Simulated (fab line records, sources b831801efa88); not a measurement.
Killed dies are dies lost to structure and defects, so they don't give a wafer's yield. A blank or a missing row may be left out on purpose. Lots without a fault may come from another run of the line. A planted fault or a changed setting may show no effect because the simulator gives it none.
One fault seen from 2 desks | flow gf180mcu | each desk has only its own numbers; what lay behind them comes last

THE TOOL OWNER'S DESK: implanter-01
The tool's own readings at GF_HV_LDD_IMPLANT_48: means of the sampled wafers that have a number, for each lot that ran on this tool. A lot is out of limits, marked OUT, if its mean lies more than 4 standard deviations from the usual mean; the brackets give that distance.
Columns: A = beam_on_s at GF_HV_LDD_IMPLANT_48, usual 10.00 s; B = dose_ions_cm2 at GF_HV_LDD_IMPLANT_48, usual 3e+13; C = faraday_current_uA at GF_HV_LDD_IMPLANT_48, usual 169
lot  | first seen here | A     | B                       | C
L930 | day 13 22:26    | 10.07 | 3e+13                   | 169
L931 | day 14 04:29    | 10.13 | 3e+13 (-99 or more) OUT | 148 (-6.2) OUT
L932 | day 14 14:49    | 9.87  | 3e+13 (-99 or more) OUT | 152 (-5.0) OUT
L933 | day 15 01:26    | 9.82  | 3e+13 (-99 or more) OUT | 153 (-4.8) OUT
This desk's finding: out of limits on L931, L932, L933; first on L931, day 14 04:29 (dose_ions_cm2 at GF_HV_LDD_IMPLANT_48). In limits: L930.

THE METROLOGY DESK
What the gauges read, lot by lot, whatever tool the lot ran on: means of the sampled wafers that have a number. A lot is out of limits, marked OUT, if its mean lies more than 4 standard deviations from the usual mean; the brackets give that distance.
Columns: A = HV_LDD_3_TW at GF_HV_LDD_TW_MEAS_38, usual 1423; B = cd_nm at GF_HV_LDD_CD_MEAS_46, usual 400.2 nm; C = HV_LDD_03_OVL at GF_HV_LDD_OVL_MEAS_47, usual -0.2 nm
lot  | first seen here | A    | B     | C
L930 | day 13 01:22    | 1402 | 398.0 | 2.3
L931 | day 13 08:25    | 1445 | 401.0 | 0.9
L932 | day 13 17:37    | 1447 | 400.1 | -0.3
L933 | day 14 04:14    | 1399 | 400.8 | 2.0
L942 | day 16 21:48    | 1400 | 400.0 | 0.3
L945 | day 17 23:43    | 1400 | 399.4 | 0.1
L948 | day 18 23:48    | 1455 | 397.8 | -0.7
This desk's finding: nothing out of limits on any of the 7 lots.

PUT TOGETHER
The tool owner's desk could have raised an alarm at day 14 04:29, on L931, L932, L933.
The metrology desk saw nothing out of limits.
The metrology desk has L931, L932, L933 on record, within its limits.
Of the lots named, all ran GF_HV_LDD_IMPLANT_48 on implanter-01.

WHAT THE SIMULATOR HAD PUT IN
Process parameter drift: implanter-01, from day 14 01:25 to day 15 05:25, at GF_HV_LDD_IMPLANT_48. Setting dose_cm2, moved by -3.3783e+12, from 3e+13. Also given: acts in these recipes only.
Lots struck among those shown: L931, L932, L933.
Hours from the fault's start to each desk's first reading out of limits: the tool owner's desk, 3.
